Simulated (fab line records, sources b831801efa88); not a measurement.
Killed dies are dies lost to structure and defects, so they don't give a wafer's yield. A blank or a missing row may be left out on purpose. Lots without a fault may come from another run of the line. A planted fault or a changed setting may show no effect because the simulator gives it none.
Chamber matching | flow sfq_line | SFQ_TRILAYER_I4_CMP_CMP_100 on cmp-02: 4 sister chambers
The step polishes SiO2. 16 wafers are shown with their chamber, then 8 later ones without.

WAFERS WITH THEIR CHAMBER
wafer  | chamber | motor_current_A (A) | time_to_endpoint_s (s) | slurry_filter_dp_kPa (kPa)
L456.4 | 3       | 9.6                 | 221                    | 13.30
L456.1 | 2       | 11.1                | 205                    | 13.45
L456.2 | 1       | 9.0                 | 220                    | 13.36
L461.4 | 1       | 9.6                 | 226                    | 13.54
L461.3 | 0       | 9.1                 | 205                    | 13.61
L461.6 | 2       | 10.4                | 211                    | 13.54
L462.1 | 0       | 9.8                 | 218                    | 13.31
L462.3 | 3       | 9.9                 | 216                    | 13.43
L462.5 | 1       | 9.4                 | 235                    | 13.36
L471.1 | 3       | 10.1                | 223                    | 13.47
L471.3 | 1       | 9.0                 | 223                    | 13.47
L471.5 | 3       | 9.9                 | 232                    | 13.36
L472.2 | 0       | 9.2                 | 207                    | 13.53
L472.4 | 2       | 10.4                | 201                    | 13.64
L472.6 | 0       | 9.6                 | 211                    | 13.57
L473.4 | 2       | 10.1                | 201                    | 13.37

SIGNATURES (means of the wafers above)
reading              | chamber 0 | chamber 1 | chamber 2 | chamber 3 | scatter within a chamber
motor_current_A      | 9.425     | 9.250     | 10.500    | 9.875     | 0.325
time_to_endpoint_s   | 210.25    | 226.00    | 204.50    | 223.00    | 5.96
slurry_filter_dp_kPa | 13.5050   | 13.4325   | 13.5000   | 13.3900   | 0.106
Rule: a wafer's distance from a chamber is the root of the sum, over the readings, of the square of ((its reading less the chamber's mean) divided by the reading's scatter). The wafer belongs to the nearest chamber; if the next one is less than 2 further off, it can't be placed. The scatter: the root of (the sum of the squares of (reading less its chamber's mean) over the shown wafers, divided by (wafers less chambers)).

WAFERS WITHOUT THEIR CHAMBER
wafer  | motor_current_A (A) | time_to_endpoint_s (s) | slurry_filter_dp_kPa (kPa)
L473.2 | 9.5                 | 197                    | 13.44
L473.3 | 9.0                 | 205                    | 13.61
L475.1 | 8.9                 | 223                    | 13.55
L475.4 | 9.0                 | 228                    | 13.19
L475.2 | 9.7                 | 207                    | 13.81
L478.3 | 10.1                | 202                    | 13.37
L478.1 | 9.0                 | 219                    | 13.54
L478.4 | 8.7                 | 210                    | 13.34

WHICH CHAMBER EACH WENT THROUGH
wafer  | from the rows above               | in truth
L473.2 | can't be placed: 0 or 2           | 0
L473.3 | 0                                 | 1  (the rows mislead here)
L475.1 | can't be placed: 1 or 0 or 3      | 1
L475.4 | can't be placed: 1 or 3 or 0      | 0
L475.2 | can't be placed: 0 or 2 or 3 or 1 | 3
L478.3 | can't be placed: 2 or 0 or 3      | 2
L478.1 | can't be placed: 1 or 0 or 3      | 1
L478.4 | can't be placed: 0 or 1 or 3      | 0
Placed correctly: 0 of 8. Can't be placed from these rows: 7 (the true chamber is among the candidates in 7). Placed wrongly: 1.
